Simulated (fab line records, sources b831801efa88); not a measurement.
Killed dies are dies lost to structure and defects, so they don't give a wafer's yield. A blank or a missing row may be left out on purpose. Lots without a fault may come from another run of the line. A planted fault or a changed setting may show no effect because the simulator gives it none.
fab line records | flow sky130
record lots=5 wafers=15 last_day=50
route steps=708 shown VIA2@522 METAL3@532 CAPM@537 PAD_OPEN@708
lots that met no fault: from a run of the same line without faults
start_h: hours from the record's first day to the start of the lot's first wafer shown | wait_h: hours since the lot's step before | " the same as in the row above | L1.1+2: a row that stands for several wafers | - no value, or no start given | * or withheld: withheld | < > ~ a bound
route shown NAME@n: a module of which the file shows steps, and the number in the route of the first | usual: mean/standard deviation of fault-free wafers | same: alike in all rows | chamber/n: place in a boat | sites: the reading at each site | _std_site: their standard deviation | _edge_site: outer sites' mean less inner sites' | radius_mm: how far each site lies from the wafer's centre | mask NAME#n: copy n | behind: the tool/chamber that last shaped the wafer | hold: why the lot was held/for how many hours/how that ended | device: the transistor (n, p or np) that didn't switch | end of line: the same wafers' tests at the end of the route | a step without rows: its recipe alone | killed: dies lost to structure and defects at the first sort, not the wafer's yield | map: a wafer's dies, x killed, . not, _ none there
set.NAME: the setting as run; set.NAME@STEP: as run at that earlier step | model.NAME: the simulator's own value behind a step, which no gauge read
lots at some steps of the route; a table a step, a row a wafer
services: from which hour (start_h, from the record's first day; less than 0 if before it) a tool's chamber was out of use, for how many hours, and why
## steps
# step SKY_VIA2_ETCH_15
# recipe target=SiO2 chemistry=C4F8/O2/Ar target_depth_nm=546 stop_on=TiN mask_material=KrF-thick source_w=1500 bias_w=1200 pressure_mtorr=40 c4f8_flow_sccm=withheld O2_flow_sccm=6 Ar_flow_sccm=300 time_s=84
# step SKY_VIA2_STRIP_16
# recipe chemistry=O2/N2 power_w=1400 pressure_mtorr=1500 platen_temp_c=withheld o2_flow_sccm=3000 n2_flow_sccm=300 overash_fraction=0.5
# step SKY_VIA2_STRIP_17
# recipe chemistry=post_etch_residue_remover time_s=1200 temp_c=72.5
# step SKY_VIA2_CLEAN_18
# recipe chemistry=IPA time_s=180 temp_c=25
# step SKY_VIA2_CLEAN_19
# recipe chemistry=O3/DIW dry=n2_spin
# step SKY_VIA2_SPUTTER_20
# recipe material=TiN target_thk_nm=20 chamber_pressure_pa=5 power_w=4000 time_s=80
# step SKY_VIA2_CVD_21
# recipe material=W target_thk_nm=420 time_s=126.4 temp_c=400 pressure_torr=40
# usual heater_power_outer_w=508/56 heater_power_w=825/92
# columns lot.wafer tool chamber start_h wait_h heater_power_outer_w heater_power_w
L609.3 cvd_w-01 1 879.35 0.1 456 708
L609.4 " 0 " " 556 912
L609.5 " 0 " " 550 894
L613.1 cvd_w-01 0 914.65 0.0 544 934
L613.2 " 1 " " 460 720
L613.3 " 1 " " 452 712
L620.1 cvd_w-02 0 969.05 0.0 566 876
L620.2 " 1 " " 443 765
L620.6 " 0 " " 570 878
L621.1 cvd_w-01 0 977.14 0.0 550 928
L621.2 " 1 " " 453 721
L621.5 " 1 " " 453 723
L627.2 cvd_w-01 0 1018.46 0.0 559 945
L627.3 " 1 " " 461 709
L627.4 " 0 " " 547 921
# step SKY_VIA2_RS_MEAS_22
# recipe thk_meas_gauge=four-point-probe reads=W_of_VIA2_CVD_21+TiN_of_VIA2_SPUTTER_20
# usual VIA2_W_RS=0.276/0.0032
# columns lot.wafer tool chamber start_h wait_h VIA2_W_RS[ohm/sq]
L609.3 film_metro-02 - 879.48 0.1 0.275
L609.4 " - " " 0.272
L609.5 " - " " 0.275
L613.1 film_metro-02 - 914.78 0.1 0.273
L613.2 " - " " 0.279
L613.3 " - " " 0.276
L620.1 film_metro-01 - 969.19 0.1 0.280
L620.2 " - " " 0.281
L620.6 " - " " 0.279
L621.1 film_metro-02 - 977.27 0.1 0.274
L621.2 " - " " 0.272
L621.5 " - " " 0.275
L627.2 film_metro-04 - 1018.61 0.1 0.271
L627.3 " - " " 0.274
L627.4 " - " " 0.274
# step SKY_VIA2_THK_MEAS_23
# recipe thk_meas_gauge=xrf reads=W_of_VIA2_CVD_21
# usual VIA2_W_THK=416/6.8
# columns lot.wafer tool chamber start_h wait_h VIA2_W_THK[nm]
L609.3 film_metro-02 - 879.58 0.1 422
L609.4 " - " " 429
L609.5 " - " " 426
L613.1 film_metro-02 - 914.90 0.1 426
L613.2 " - " " 418
L613.3 " - " " 420
L620.1 film_metro-01 - 969.31 0.1 407
L620.2 " - " " 403
L620.6 " - " " 411
L621.1 film_metro-02 - 977.39 0.1 423
L621.2 " - " " 425
L621.5 " - " " 421
L627.2 film_metro-04 - 1018.72 0.1 424
L627.3 " - " " 420
L627.4 " - " " 419
# step SKY_VIA2_CMP_24
# recipe stop_on=SiO2 t_overpolish_s=20 down_force_psi=3.5 platen_rpm=60 target_thk_nm=0 pad_velocity_m_s=0.94248
# step SKY_METAL3_SPUTTER_00
# recipe material=Ti target_thk_nm=15 power_w=3000 time_s=10 chamber_pressure_pa=0.4
# usual throttle_valve_pct=30.0/1.4
# columns lot.wafer tool chamber start_h wait_h throttle_valve_pct
L609.3 pvd_sputter-03 - 879.92 0.2 31.6
L609.4 " - " " 30.9
L609.5 " - " " 31.4
L613.1 pvd_sputter-03 - 915.26 0.1 31.4
L613.2 " - " " 31.1
L613.3 " - " " 28.1
L620.1 pvd_sputter-03 - 969.67 0.2 28.4
L620.2 " - " " 31.7
L620.6 " - " " 30.9
L621.1 pvd_sputter-01 - 977.75 0.1 29.4
L621.2 " - " " 26.6
L621.5 " - " " 26.7
L627.2 pvd_sputter-02 - 1019.07 0.2 31.0
L627.3 " - " " 30.4
L627.4 " - " " 31.1
# step SKY_METAL3_SPUTTER_01
# recipe material=TiN target_thk_nm=20 power_w=6500 time_s=16.7 chamber_pressure_pa=0.4
# step SKY_METAL3_SPUTTER_02
# recipe material=AlCu target_thk_nm=735 power_w=10600 time_s=39.1 chamber_pressure_pa=0.4
# usual throttle_valve_pct=30.0/1.4
# columns lot.wafer tool chamber start_h wait_h throttle_valve_pct model.AlCu_of_METAL3_SPUTTER_02.thk_nm
L609.3 pvd_sputter-03 - 879.97 0.0 31.5 739.7
L609.4 " - " " 30.9 732.2
L609.5 " - " " 31.5 741
L613.1 pvd_sputter-03 - 915.31 0.0 31.6 738.5
L613.2 " - " " 31.0 791.4
L613.3 " - " " 28.2 727
L620.1 pvd_sputter-03 - 969.71 0.0 28.2 730
L620.2 " - " " 31.7 743
L620.6 " - " " 30.8 731.8
L621.1 pvd_sputter-01 - 977.80 0.0 29.3 718.1
L621.2 " - " " 26.6 738.4
L621.5 " - " " 26.4 736.4
L627.2 pvd_sputter-02 - 1019.12 0.0 31.2 741.1
L627.3 " - " " 30.5 733.2
L627.4 " - " " 30.7 748.5
# step SKY_METAL3_SPUTTER_03
# recipe material=Ti target_thk_nm=5 power_w=3000 time_s=3.3 chamber_pressure_pa=0.4
# usual throttle_valve_pct=30.0/1.4
# columns lot.wafer tool chamber start_h wait_h throttle_valve_pct
L609.3 pvd_sputter-03 - 880.01 0.0 31.8
L609.4 " - " " 31.2
L609.5 " - " " 31.7
L613.1 pvd_sputter-03 - 915.34 0.0 31.5
L613.2 " - " " 31.0
L613.3 " - " " 28.2
L620.1 pvd_sputter-03 - 969.75 0.0 28.1
L620.2 " - " " 31.8
L620.6 " - " " 31.0
L621.1 pvd_sputter-01 - 977.84 0.0 29.0
L621.2 " - " " 26.5
L621.5 " - " " 26.4
L627.2 pvd_sputter-02 - 1019.16 0.0 31.3
L627.3 " - " " 30.4
L627.4 " - " " 30.7
# step SKY_METAL3_SPUTTER_04
# recipe material=TiN target_thk_nm=70 power_w=6500 time_s=58.3 chamber_pressure_pa=0.4
# step SKY_CAPM_CVD_00
# recipe material=SiO2 target_thk_nm=15.5 temp_c=400 time_s=withheld rf_w=450
# step SKY_CAPM_THK_MEAS_01
# recipe reads=SiO2_of_CAPM_CVD_00
# usual CAPM_CVD_00_THK=15.5/0.32
# columns lot.wafer tool chamber start_h wait_h CAPM_CVD_00_THK[nm]
L609.3 film_metro-03 - 880.12 - 15.1
L609.4 " - " " 15.5
L609.5 " - " " 15.6
L613.1 film_metro-03 - 915.43 - 15.3
L613.2 " - " " 15.3
L613.3 " - " " 15.0
L620.1 film_metro-03 - 969.84 - 15.5
L620.2 " - " " 15.6
L620.6 " - " " 15.6
L621.1 film_metro-04 - 977.93 - 15.8
L621.2 " - " " 15.5
L621.5 " - " " 15.6
L627.2 film_metro-01 - 1019.27 - 14.8
L627.3 " - " " 15.4
L627.4 " - " " 15.2
# step SKY_CAPM_SPUTTER_02
# recipe material=TiN target_thk_nm=200 temp_c=300 power_w=6500 time_s=166.7 chamber_pressure_pa=0.4
# usual throttle_valve_pct=29.7/1.1
# columns lot.wafer tool chamber start_h wait_h throttle_valve_pct
L609.3 pvd_sputter-04 - 880.16 0.0 29.8
L609.4 " - " " 29.5
L609.5 " - " " 30.6
L613.1 pvd_sputter-01 - 915.49 0.1 29.4
L613.2 " - " " 26.5
L613.3 " - " " 29.7
L620.1 pvd_sputter-04 - 969.90 0.1 29.9
L620.2 " - " " 29.7
L620.6 " - " " 29.8
L621.1 pvd_sputter-04 - 977.99 0.1 30.8
L621.2 " - " " 29.2
L621.5 " - " " 29.9
L627.2 pvd_sputter-04 - 1019.32 0.0 30.7
L627.3 " - " " 29.4
L627.4 " - " " 30.3
# step SKY_CAPM_RS_MEAS_03
# recipe thk_meas_gauge=four-point-probe reads=TiN_of_CAPM_SPUTTER_02
# usual CAPM_TIN_RS=6.90/0.1
# columns lot.wafer tool chamber start_h wait_h CAPM_TIN_RS[ohm/sq]
L609.3 film_metro-01 - 880.31 0.1 7.06
L609.4 " - " " 6.97
L609.5 " - " " 6.94
L613.1 film_metro-04 - 915.60 0.1 7.07
L613.2 " - " " 6.85
L613.3 " - " " 6.87
L620.1 film_metro-03 - 970.01 0.1 7.08
L620.2 " - " " 7.01
L620.6 " - " " 6.95
L621.1 film_metro-01 - 978.10 0.1 6.85
L621.2 " - " " 6.87
L621.5 " - " " 6.87
L627.2 film_metro-03 - 1019.45 0.1 7.03
L627.3 " - " " 7.10
L627.4 " - " " 7.17
# step SKY_CAPM_THK_MEAS_04
# recipe thk_meas_gauge=xrf reads=TiN_of_CAPM_SPUTTER_02
# usual CAPM_TIN_THK=200/3.2
# columns lot.wafer tool chamber start_h wait_h CAPM_TIN_THK[nm]
L609.3 film_metro-01 - 880.41 0.1 195
L609.4 " - " " 197
L609.5 " - " " 196
L613.1 film_metro-04 - 915.72 0.1 196
L613.2 " - " " 202
L613.3 " - " " 202
L620.1 film_metro-03 - 970.13 0.1 195
L620.2 " - " " 198
L620.6 " - " " 200
L621.1 film_metro-01 - 978.22 0.1 201
L621.2 " - " " 201
L621.5 " - " " 201
L627.2 film_metro-03 - 1019.56 0.1 195
L627.3 " - " " 194
L627.4 " - " " 192
# step SKY_CAPM_DEHYDRATE_05
# recipe temp_c=200 time_s=60
# step SKY_CAPM_HMDS_06
# recipe prime_time_s=60 prime_temp_c=120
# step SKY_CAPM_COAT_07
# recipe resist=NOVOLAK spin_rpm=3000 resist_thk_nm=1140
# step SKY_CAPM_SOFTBAKE_08
# recipe temp_c=90 time_s=60 resist=NOVOLAK
# step SKY_CAPM_EXPOSE_09
# recipe mask_id=CAPM na=0.6 source_shape=conventional sigma_outer=0.6 polarization=unpolarized target_cd_nm=1000 dose_mj=159
# step SKY_CAPM_PEB_10
# recipe temp_c=withheld time_s=* resist=NOVOLAK
# step SKY_CAPM_DEVELOP_11
# recipe resist=NOVOLAK developer=TMAH develop_time_s=60 dev_temp_c=23
# step SKY_CAPM_OVL_MEAS_12
# usual CAPM_OVL=0.0/1.3
# columns lot.wafer tool chamber start_h wait_h CAPM_OVL[nm]
L609.3 overlay-02 - 905.81 0.1 0.3
L609.4 " - " " 0.6
L609.5 " - " " 1.7
L613.1 overlay-02 - 939.59 0.1 -1.0
L613.2 " - " " -1.0
L613.3 " - " " 0.7
L620.1 overlay-01 - 992.90 0.1 0.0
L620.2 " - " " -0.6
L620.6 " - " " -1.3
L621.1 overlay-02 - 1001.05 0.1 2.3
L621.2 " - " " 3.4
L621.5 " - " " 1.4
L627.2 overlay-01 - 1041.30 0.1 0.1
L627.3 " - " " 1.4
L627.4 " - " " -0.8
# step SKY_CAPM_METAL_ETCH_13
# recipe target_depth_nm=220 stop_on=SiO2 chemistry=Cl2/BCl3 target=TiN pressure_mtorr=10 icp_w=900 bias_w=48.5 Cl2_flow_sccm=60 bcl3_flow_sccm=30 time_s=62.9
# usual drypump_motor_current_A=5.9/0.4 oes_product_au=0.942/0.0092 throttle_valve_pct=21.901/0.0086
# columns lot.wafer tool chamber start_h wait_h drypump_motor_current_A oes_product_au rf_hours_counter_h throttle_valve_pct
L609.3 rie_metal-01 0 905.89 0.1 6.1 0.935 - 21.903
L609.4 " 0 " " 6.1 0.937 - 21.883
L609.5 " 0 " " 6.0 0.941 - 21.903
L613.1 rie_metal-01 1 939.63 0.0 5.6 0.927 2 21.908
L613.2 " 0 " " 6.1 0.941 9 21.905
L613.3 " 0 " " 6.0 0.948 - 21.900
L620.1 rie_metal-02 1 992.94 0.0 5.5 0.932 19 21.908
L620.2 " 0 " " 5.9 0.928 6 21.898
L620.6 " 1 " " 5.5 0.943 - 21.905
L621.1 rie_metal-01 1 1001.09 0.0 5.6 0.950 5 21.899
L621.2 " 0 " " 6.1 0.953 12 21.895
L621.5 " 0 " " 6.0 0.938 - 21.882
L627.2 rie_metal-04 1 1041.33 0.0 5.6 0.933 13 21.901
L627.3 " 1 " " 5.6 0.928 - 21.922
L627.4 " 0 " " 6.8 0.914 - 21.917
# step SKY_CAPM_STRIP_14
# recipe chemistry=O2/N2 power_w=1400 pressure_mtorr=1500 platen_temp_c=withheld o2_flow_sccm=3000 n2_flow_sccm=300 overash_fraction=0.5
# step SKY_CAPM_STRIP_15
# recipe chemistry=post_etch_residue_remover time_s=1200 temp_c=72.5
# step SKY_CAPM_CLEAN_16
# recipe chemistry=IPA time_s=180 temp_c=25
# step SKY_CAPM_CLEAN_17
# recipe chemistry=O3/DIW dry=n2_spin
# step SKY_METAL3_DEHYDRATE_05
# recipe temp_c=200 time_s=60
# step SKY_METAL3_HMDS_06
# recipe prime_time_s=60 prime_temp_c=120
# step SKY_METAL3_COAT_07
# recipe resist=BARC temp_c=withheld time_s=withheld spin_rpm=3000 resist_thk_nm=60
# step SKY_METAL3_COAT_08
# recipe resist=KrF-thick spin_rpm=3000 resist_thk_nm=1140
# step SKY_METAL3_SOFTBAKE_09
# recipe temp_c=100 time_s=90 resist=KrF-thick
# step SKY_METAL3_EXPOSE_10
# recipe mask_id=MM3 na=0.68 source_shape=annular sigma_inner=0.4 sigma_outer=0.8 target_cd_nm=300 dose_mj=28
# step SKY_METAL3_PEB_11
# recipe peb_temp_c=withheld peb_time_s=withheld resist=KrF-thick
# step SKY_METAL3_DEVELOP_12
# recipe develop_time_s=60 resist=KrF-thick dev_temp_c=21
# step SKY_METAL3_CD_MEAS_13
# recipe target_cd_nm=300
# usual cd_nm=299.7/1.3
# columns lot.wafer tool chamber start_h wait_h cd_nm
L609.3 cd_sem-02 - 931.88 - 297.0
L609.4 " - " " 300.3
L609.5 " - " " 299.2
L613.1 cd_sem-02 - 965.14 - 299.3
L613.2 " - " " 299.2
L613.3 " - " " 298.7
L620.1 cd_sem-02 - 1016.58 - 300.6
L620.2 " - " " 300.6
L620.6 " - " " 301.3
L621.1 cd_sem-02 - 1025.03 - 301.4
L621.2 " - " " 299.5
L621.5 " - " " 300.3
L627.2 cd_sem-01 - 1063.97 - 300.4
L627.3 " - " " 299.4
L627.4 " - " " 298.7
# step SKY_METAL3_METAL_ETCH_18
# recipe target_depth_a=8450 stop_on=SiO2 over_etch_frac=0.3 time_s=183.1 chemistry=Cl2/BCl3 resist_sidewall_deg=88 pressure_mtorr=10 icp_w=900 bias_w=48.5 Cl2_flow_sccm=60 bcl3_flow_sccm=30
# usual drypump_motor_current_A=5.9/0.48 oes_product_au=0.864/0.0064 throttle_valve_pct=22.264/0.0084
# columns lot.wafer tool chamber start_h wait_h drypump_motor_current_A oes_product_au rf_hours_counter_h throttle_valve_pct
L609.3 rie_metal-04 0 932.20 0.1 6.8 0.870 - 22.264
L609.4 " 1 " " 5.6 0.865 - 22.271
L609.5 " 0 " " 6.8 0.865 - 22.266
L613.1 rie_metal-03 0 965.45 0.0 5.6 0.868 6 22.265
L613.2 " 1 " " 5.4 0.887 10 22.254
L613.3 " 1 " " 5.5 0.865 - 22.256
L620.1 rie_metal-01 0 1016.89 0.0 6.1 0.863 13 22.255
L620.2 " 1 " " 5.6 0.868 6 22.256
L620.6 " 0 " " 6.1 0.862 - 22.249
L621.1 rie_metal-04 1 1025.34 0.0 5.6 0.859 12 22.249
L621.2 " 0 " " 6.7 0.867 9 22.262
L621.5 " 0 " " 6.7 0.858 - 22.259
L627.2 rie_metal-04 1 1064.26 0.0 5.6 0.874 15 22.276
L627.3 " 0 " " 6.8 0.861 - 22.259
L627.4 " 1 " " 5.6 0.870 - 22.265
# step SKY_PAD_OPEN_PROBE_99
# usual defect_limited_yield=82.5/2 killed_at_M0_to_M3=43/6.8 killed_at_M4_up=3.3/2.1 killed_at_contacts=24/5 killed_at_front_end=15/4.4 killed_at_other=0.3/0.57 killed_dies=86/9.7 killed_open=47/7.3 killed_short=39/6.1 sort_bin_3_pad_short=0.8/0.38 sort_bin_5_function=10.5/1.5 sort_bin_6_memory=6.2/1.1 sort_n_pass=406/9.7 sort_yield_pct=82.5/2
# same gross_dies=492 killed_at_back_side=0 sort_bin_4_leakage[%]=0 sort_bin_8_speed[%]=0
# columns lot.wafer tool chamber start_h wait_h defect_limited_yield[%] killed_at_M0_to_M3 killed_at_M4_up killed_at_contacts killed_at_front_end killed_at_other killed_dies killed_open killed_short sort_bin_3_pad_short[%] sort_bin_5_function[%] sort_bin_6_memory[%] sort_n_pass sort_yield_pct[%] model.etest.met3.line_ohm_um model.etest.met3.rs_ohm_sq
L609.3 prober-02 - 1103.69 0.2 81.1 47 2 27 17 0 93 59 34 0.8 10.0 8.1 399 81.1 0.142 0.04229
L609.4 prober-02 - 1103.74 0.2 82.1 39 5 25 19 0 88 53 35 0.4 12.0 5.5 404 82.1 0.1505 0.04271
L609.5 prober-02 - 1103.79 0.2 86.2 29 2 28 9 0 68 39 29 0.8 8.3 4.7 424 86.2 0.1397 0.04175
L613.1 prober-02 - 1130.01 0.1 85.8 38 5 16 9 2 70 37 33 0.4 7.1 6.7 422 85.8 0.1385 0.04191
L613.2 prober-02 - 1130.06 0.1 83.1 41 3 30 9 0 83 46 37 0.6 10.0 6.3 409 83.1 0.1331 0.0397
L613.3 prober-02 - 1130.11 0.2 80.7 52 7 24 12 0 95 57 38 1.2 9.3 8.7 397 80.7 0.142 0.04284
L620.1 prober-01 - 1169.18 0.1 83.7 49 2 15 14 0 80 43 37 0.4 9.1 6.7 412 83.7 0.1428 0.04305
L620.2 prober-01 - 1169.23 0.1 83.1 51 1 23 7 1 83 51 31 0.8 9.3 6.7 409 83.1 0.1437 0.04212
L620.6 prober-01 - 1169.43 0.2 82.9 46 2 19 17 0 84 52 32 0.8 10.8 5.5 408 82.9 0.1427 0.04268
L621.1 prober-02 - 1175.36 0.1 81.7 48 2 30 10 0 90 52 38 0.6 12.8 4.9 402 81.7 0.1453 0.04372
L621.2 prober-02 - 1175.41 0.1 83.7 39 5 20 16 0 80 42 38 0.8 9.1 6.3 412 83.7 0.1405 0.04256
L621.5 prober-02 - 1175.56 0.2 79.3 57 3 22 20 0 102 54 48 1.2 12.8 6.7 390 79.3 0.138 0.04281
L627.2 prober-02 - 1204.08 0.1 81.1 47 3 26 17 0 93 46 47 1.4 12.0 5.5 399 81.1 0.1457 0.04227
L627.3 prober-02 - 1204.13 0.2 83.7 43 0 27 10 0 80 36 44 0.4 10.8 5.1 412 83.7 0.145 0.04249
L627.4 prober-02 - 1204.18 0.2 81.5 40 1 31 19 0 91 50 41 0.4 11.8 6.3 401 81.5 0.1467 0.04214
# killed by level:class
L609.3 CONTACT:geometric_particle:open=18 VIA1:geometric_particle:open=11 VIA3:geometric_particle:open=7 METAL1:geometric_particle:short=7 VIA1:geometric_particle:short=6 SPACER:geometric_particle:open=4 VIA2:geometric_particle:open=4 FIELD_ISO:geometric_particle:open=3
L609.4 CONTACT:geometric_particle:open=11 FIELD_ISO:geometric_particle:open=8 VIA1:geometric_particle:open=7 VIA2:geometric_particle:open=7 LOCAL_INTERCONNECT:geometric_particle:short=5 CONTACT:geometric_particle:short=5 METAL2:geometric_particle:short=4 VIA2:geometric_particle:short=4
L609.5 CONTACT:geometric_particle:open=11 METAL1:geometric_particle:short=8 LI_CONTACT:geometric_particle:open=5 LI_CONTACT:geometric_particle:short=5 VIA1:geometric_particle:open=5 VIA2:geometric_particle:open=4 FIELD_ISO:geometric_particle:short=3 VIA3:geometric_particle:open=3
L613.1 VIA1:geometric_particle:open=10 VIA2:geometric_particle:open=9 METAL1:geometric_particle:short=7 LI_CONTACT:geometric_particle:open=5 POLY_GATE:geometric_particle:short=4 CONTACT:geometric_particle:open=4 METAL2:geometric_particle:short=3 LI_CONTACT:geometric_particle:short=3
L613.2 CONTACT:geometric_particle:open=9 VIA2:geometric_particle:open=9 LI_CONTACT:geometric_particle:open=8 VIA3:geometric_particle:open=6 VIA1:geometric_particle:short=6 METAL2:geometric_particle:short=6 CONTACT:geometric_particle:short=5 LI_CONTACT:geometric_particle:short=4
L613.3 VIA1:geometric_particle:open=14 LI_CONTACT:geometric_particle:open=12 VIA2:geometric_particle:open=10 METAL1:geometric_particle:short=9 METAL4:geometric_particle:short=7 CONTACT:geometric_particle:open=6 FIELD_ISO:geometric_particle:open=4 POLY_GATE:geometric_particle:open=4
L620.1 VIA2:geometric_particle:open=10 VIA1:geometric_particle:open=8 METAL1:geometric_particle:short=6 VIA1:geometric_particle:short=6 VIA3:geometric_particle:open=6 LI_CONTACT:geometric_particle:open=5 CONTACT:geometric_particle:open=5 METAL2:geometric_particle:short=5
L620.2 VIA1:geometric_particle:open=16 CONTACT:geometric_particle:open=11 VIA2:geometric_particle:open=8 VIA1:geometric_particle:short=7 METAL2:geometric_particle:short=6 CONTACT:geometric_particle:short=5 VIA3:geometric_particle:open=5 LI_CONTACT:geometric_particle:open=4
L620.6 VIA1:geometric_particle:open=14 CONTACT:geometric_particle:open=10 POLY_GATE:geometric_particle:open=7 VIA1:geometric_particle:short=7 VIA3:geometric_particle:open=7 METAL1:geometric_particle:short=5 FIELD_ISO:geometric_particle:short=3 LI_CONTACT:geometric_particle:open=3
L621.1 VIA1:geometric_particle:open=15 VIA3:geometric_particle:open=11 LI_CONTACT:geometric_particle:open=8 CONTACT:geometric_particle:open=7 VIA3:geometric_particle:short=7 CONTACT:geometric_particle:short=6 LOCAL_INTERCONNECT:geometric_particle:short=5 POLY_GATE:geometric_particle:short=3
L621.2 FIELD_ISO:geometric_particle:open=7 VIA3:geometric_particle:open=7 CONTACT:geometric_particle:open=6 METAL3:geometric_particle:short=5 LI_CONTACT:geometric_particle:open=5 VIA1:geometric_particle:open=5 VIA1:geometric_particle:short=5 POLY_GATE:geometric_particle:open=4
L621.5 VIA1:geometric_particle:open=11 VIA3:geometric_particle:open=10 METAL1:geometric_particle:short=9 VIA2:geometric_particle:open=9 METAL2:geometric_particle:short=6 LI_CONTACT:geometric_particle:open=5 CONTACT:geometric_particle:open=5 VIA1:geometric_particle:short=5
L627.2 CONTACT:geometric_particle:open=8 LI_CONTACT:geometric_particle:open=7 CONTACT:geometric_particle:short=7 VIA1:geometric_particle:open=7 VIA2:geometric_particle:open=7 VIA3:geometric_particle:open=7 POLY_GATE:geometric_particle:short=5 VIA3:geometric_particle:short=5
L627.3 VIA1:geometric_particle:short=9 CONTACT:geometric_particle:short=7 CONTACT:geometric_particle:open=7 LOCAL_INTERCONNECT:geometric_particle:short=6 VIA1:geometric_particle:open=6 VIA2:geometric_particle:open=6 FIELD_ISO:geometric_particle:open=5 LI_CONTACT:geometric_particle:open=5
L627.4 LI_CONTACT:geometric_particle:open=14 VIA2:geometric_particle:short=9 VIA1:geometric_particle:open=8 FIELD_ISO:geometric_particle:open=7 CONTACT:geometric_particle:open=6 CONTACT:geometric_particle:short=5 VIA3:geometric_particle:open=5 METAL2:geometric_particle:short=4
## services
# columns tool chamber start_h hours kind
rie_metal-04 - 857.75 1.4 pm
pvd_sputter-01 - 866.96 4.5 repair
pvd_sputter-04 - 876.63 1.0 repair
pvd_sputter-03 1 881.85 - consumable_replace:kit
pvd_sputter-03 1 881.85 18.0 scheduled_down
pvd_sputter-03 1 881.85 18.0 vent_cycle
pvd_sputter-02 - 883.16 9.8 repair
cvd_w-01 - 897.97 1.5 repair
cvd_w-02 - 904.04 14.0 pm
cvd_w-01 - 918.04 14.6 pm
pvd_sputter-04 - 927.67 9.4 repair
pvd_sputter-01 - 928.76 1.2 repair
pvd_sputter-04 - 945.56 3.0 repair
rie_metal-04 - 951.85 13.3 repair
pvd_sputter-02 - 954.52 2.0 repair
cvd_w-01 - 998.31 2.8 pm
pvd_sputter-04 - 1001.84 2.2 repair
cvd_w-01 1 1006.05 12.3 repair
cvd_w-02 - 1010.77 0.5 repair
pvd_sputter-02 - 1023.14 0.6 repair
cvd_w-02 - 1026.31 6.0 pm
pvd_sputter-02 - 1036.52 3.9 repair
cvd_w-01 - 1043.62 0.8 repair
cvd_w-01 1 1049.21 3.7 repair
## key
first_sign step=SKY_METAL3_METAL_ETCH_18 reading=oes_product_au direction=up sigmas=3.5 usual=0.864 struck=0.887
effect none on later readings
model_effect step=SKY_METAL3_SPUTTER_02 value=AlCu_of_METAL3_SPUTTER_02.thk_nm without=728 struck=791.4
model_effect step=SKY_PAD_OPEN_PROBE_99 value=etest.met3.line_ohm_um without=0.1448 struck=0.1331
met_at SKY_METAL3_SPUTTER_02
struck_wafers L613.2
fault kind=process_parameter_drift tool=pvd_sputter-03 chamber=- onset_h=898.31 steps=SKY_METAL3_SPUTTER_02 channel=target_thk_nm offset=63.4 shape=step end_h=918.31 acts_in=these_recipes_only stated=735 scope=struck_wafers_only
